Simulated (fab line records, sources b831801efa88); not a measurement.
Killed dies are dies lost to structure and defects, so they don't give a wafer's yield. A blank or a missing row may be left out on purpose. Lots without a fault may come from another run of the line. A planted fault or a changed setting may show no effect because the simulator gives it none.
Which tool did it? | flow sky130 | 11 lots, 33 wafers sampled, at 2 steps of a route of 708

WHAT THE GAUGES READ, wafer by wafer
SKY_METAL1_THK_MEAS_06: measures by xrf.
lot  | measured     | on            | METAL1_ALCU_THK (nm)
L923 | day 32 13:08 | film_metro-01 | 253.8 255.5 255.2
L924 | day 32 15:33 | film_metro-02 | 244.2 250.0 253.9
L925 | day 32 16:39 | film_metro-03 | 256.2 254.4 251.3
L930 | day 34 18:05 | film_metro-03 | 256.2 261.1 252.2
L931 | day 34 21:11 | film_metro-01 | 252.4 255.1 250.7
L932 | day 35 06:10 | film_metro-03 | 249.4 247.8 252.0
L933 | day 35 09:40 | film_metro-03 | 253.6 251.8 253.9
L936 | day 36 12:50 | film_metro-02 | 251.3 252.4 251.7
L941 | day 37 18:01 | film_metro-02 | 251.7 253.1 249.6
L942 | day 38 02:57 | film_metro-01 | 251.9 255.5 251.7
L944 | day 38 23:35 | film_metro-03 | 253.0 252.0 252.2

WHICH TOOL RAN EACH LOT (tool, then ch and the chambers of the sampled wafers, then the start)
lot  | SKY_CONTACT_ETCH_18
L923 | rie_diel-01 ch 0,1, day 32 13:08 or earlier
L924 | rie_diel-03 ch 1,2, day 32 15:33 or earlier
L925 | rie_diel-03 ch 0,1,3, day 32 16:39 or earlier
L930 | rie_diel-04 ch 0,1,2, day 34 18:05 or earlier
L931 | rie_diel-01 ch 0,1,3, day 34 21:11 or earlier
L932 | rie_diel-04 ch 0,2, day 35 06:10 or earlier
L933 | rie_diel-01 ch 2,3, day 35 09:40 or earlier
L936 | rie_diel-04 ch 2,3, day 36 12:50 or earlier
L941 | rie_diel-03 ch 1,3, day 37 18:01 or earlier
L942 | rie_diel-01 ch 0,2,3, day 38 02:57 or earlier
L944 | rie_diel-03 ch 0,2, day 38 23:35 or earlier
- SKY_CONTACT_ETCH_18: etches Si3N4 in CHF3/O2, stops on TiN, time 39 s, target depth 75 nm.

THE ANSWER, worked out from the rows above alone
Rule: what is usual is taken from the lots themselves. Put in order of their means at a reading, lots are off if they are a third of the lots or fewer, leave a main group of 4 or more, and stand apart from it by a gap of 3 or more times the standard deviation of the main group's means; of several such gaps the widest counts. A main group whose means are all the same, to the digits that the tables above print for the reading, isn't used. A lot without any number at a reading at which 4 lots or more have one is off too. The other lots that the step has rows for count as sound.
No lot is off at any reading shown: from this, nothing can be told.

WHAT THE SIMULATOR HAD PUT IN
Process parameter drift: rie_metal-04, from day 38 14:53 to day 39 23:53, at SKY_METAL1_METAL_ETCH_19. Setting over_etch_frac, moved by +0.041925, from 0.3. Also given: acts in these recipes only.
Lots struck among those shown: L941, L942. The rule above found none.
